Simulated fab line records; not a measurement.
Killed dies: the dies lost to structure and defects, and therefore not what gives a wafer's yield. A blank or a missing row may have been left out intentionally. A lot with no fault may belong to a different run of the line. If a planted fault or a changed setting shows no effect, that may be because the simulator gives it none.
Split-lot experiment :: flow gf180mcu :: 23 wafers read from 5 lots, route of 602 steps

ABOUT THE SPLIT
At GF_MVSD_IMPLANT_08, the setting dose_cm2 was moved away from the recipe's 1.6e+13 on 8 of the 23 wafers read, by -17.0% to -13.0%. For the rest of the wafers, this setting stayed at what the recipe calls for.

FROM THE SPLIT TO THE READING: what the file shows between them, 2 steps
- GF_MVSD_IMPLANT_09
- GF_MVSD_STRIP_10: strips in O2/N2

THE READING
MVSD_TW, at GF_MVSD_TW_MEAS_11. Typical for fault-free wafers on this fab line: 1579, with standard deviation 9.5.

wafer: L076.1
tool, chamber at the split: implanter-03, 0
dose_cm2 as run: 1.6e+13
against the recipe: recipe
MVSD_TW: 1582
against lot-mates on the recipe: -

wafer: L076.2
tool, chamber at the split: implanter-03, 0
dose_cm2 as run: 1.382e+13
against the recipe: -13.6%
MVSD_TW: 1522
against lot-mates on the recipe: -64

wafer: L076.3
tool, chamber at the split: implanter-03, 0
dose_cm2 as run: 1.382e+13
against the recipe: -13.6%
MVSD_TW: 1523
against lot-mates on the recipe: -63

wafer: L076.4
tool, chamber at the split: implanter-03, 0
dose_cm2 as run: 1.6e+13
against the recipe: recipe
MVSD_TW: 1589
against lot-mates on the recipe: -

wafer: L076.5
tool, chamber at the split: implanter-03, 0
dose_cm2 as run: 1.6e+13
against the recipe: recipe
MVSD_TW: 1588
against lot-mates on the recipe: -

wafer: L079.2
tool, chamber at the split: implanter-04, 0
dose_cm2 as run: 1.6e+13
against the recipe: recipe
MVSD_TW: 1580
against lot-mates on the recipe: -

wafer: L079.3
tool, chamber at the split: implanter-04, 0
dose_cm2 as run: 1.6e+13
against the recipe: recipe
MVSD_TW: 1584
against lot-mates on the recipe: -

wafer: L079.6
tool, chamber at the split: implanter-04, 0
dose_cm2 as run: 1.6e+13
against the recipe: recipe
MVSD_TW: 1581
against lot-mates on the recipe: -

wafer: L083.2
tool, chamber at the split: implanter-01, 0
dose_cm2 as run: 1.328e+13
against the recipe: -17.0%
MVSD_TW: 1504
against lot-mates on the recipe: -82

wafer: L083.3
tool, chamber at the split: implanter-01, 0
dose_cm2 as run: 1.328e+13
against the recipe: -17.0%
MVSD_TW: 1509
against lot-mates on the recipe: -78

wafer: L083.4
tool, chamber at the split: implanter-01, 0
dose_cm2 as run: 1.6e+13
against the recipe: recipe
MVSD_TW: 1583
against lot-mates on the recipe: -

wafer: L083.5
tool, chamber at the split: implanter-01, 0
dose_cm2 as run: 1.328e+13
against the recipe: -17.0%
MVSD_TW: 1505
against lot-mates on the recipe: -82

wafer: L083.6
tool, chamber at the split: implanter-01, 0
dose_cm2 as run: 1.6e+13
against the recipe: recipe
MVSD_TW: 1590
against lot-mates on the recipe: -

wafer: L084.1
tool, chamber at the split: implanter-04, 0
dose_cm2 as run: 1.6e+13
against the recipe: recipe
MVSD_TW: 1565
against lot-mates on the recipe: -

wafer: L084.2
tool, chamber at the split: implanter-04, 0
dose_cm2 as run: 1.6e+13
against the recipe: recipe
MVSD_TW: 1565
against lot-mates on the recipe: -

wafer: L084.3
tool, chamber at the split: implanter-04, 0
dose_cm2 as run: 1.6e+13
against the recipe: recipe
MVSD_TW: 1570
against lot-mates on the recipe: -

wafer: L084.5
tool, chamber at the split: implanter-04, 0
dose_cm2 as run: 1.6e+13
against the recipe: recipe
MVSD_TW: 1570
against lot-mates on the recipe: -

wafer: L084.6
tool, chamber at the split: implanter-04, 0
dose_cm2 as run: 1.6e+13
against the recipe: recipe
MVSD_TW: 1583
against lot-mates on the recipe: -

wafer: L085.1
tool, chamber at the split: implanter-04, 0
dose_cm2 as run: 1.392e+13
against the recipe: -13.0%
MVSD_TW: 1509
against lot-mates on the recipe: -56

wafer: L085.2
tool, chamber at the split: implanter-04, 0
dose_cm2 as run: 1.6e+13
against the recipe: recipe
MVSD_TW: 1573
against lot-mates on the recipe: -

wafer: L085.3
tool, chamber at the split: implanter-04, 0
dose_cm2 as run: 1.392e+13
against the recipe: -13.0%
MVSD_TW: 1506
against lot-mates on the recipe: -59

wafer: L085.4
tool, chamber at the split: implanter-04, 0
dose_cm2 as run: 1.392e+13
against the recipe: -13.0%
MVSD_TW: 1514
against lot-mates on the recipe: -51

wafer: L085.5
tool, chamber at the split: implanter-04, 0
dose_cm2 as run: 1.6e+13
against the recipe: recipe
MVSD_TW: 1557
against lot-mates on the recipe: -

THE FIT
A straight line over all 23 wafers: MVSD_TW changes by +4.43 for each +1% of dose_cm2; r = +0.96; the points scatter about the line by 9.4.
The same after taking each lot's own level away (the mean of its wafers on the recipe; 23 wafers): +4.6 for each +1%; r = +0.99; scatter 5.
According to that fit, moving dose_cm2 by its largest amount changes the reading by 78.
The lots' own levels span 1565.0 to 1586.5, that is 2.3 times the standard deviation above.
So the lot-to-lot level changes the slope little: the two slopes agree.
Check: -77.1 against its lot-mates is what the line predicts for one of the wafers moved furthest among these (-17.0%) when that wafer is left out of the fit. Against them it came out at -82.5.

OTHER SPLITS APPLIED TO THESE WAFERS
Before the reading, these wafers also passed through other splits. Each is held against what the fit with the lots' levels taken away leaves over:
other split on the same wafers: GF_STI_COAT_07 resist_thk_nm
wafers away from the commonest value: 8
r with MVSD_TW (lot level and that fit taken away): +0.27

other split on the same wafers: GF_STI_SOFTBAKE_08 temp_c
wafers away from the commonest value: 10
r with MVSD_TW (lot level and that fit taken away): +0.23

other split on the same wafers: GF_LVPWELL_COAT_02 resist_thk_nm
wafers away from the commonest value: 7
r with MVSD_TW (lot level and that fit taken away): +0.48

other split on the same wafers: GF_MVSD_COAT_02 resist_thk_nm
wafers away from the commonest value: 9
r with MVSD_TW (lot level and that fit taken away): +0.14

FILE'S OWN FIT
MVSD_TW changes by +4.6 for each +1% of dose_cm2, r = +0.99.
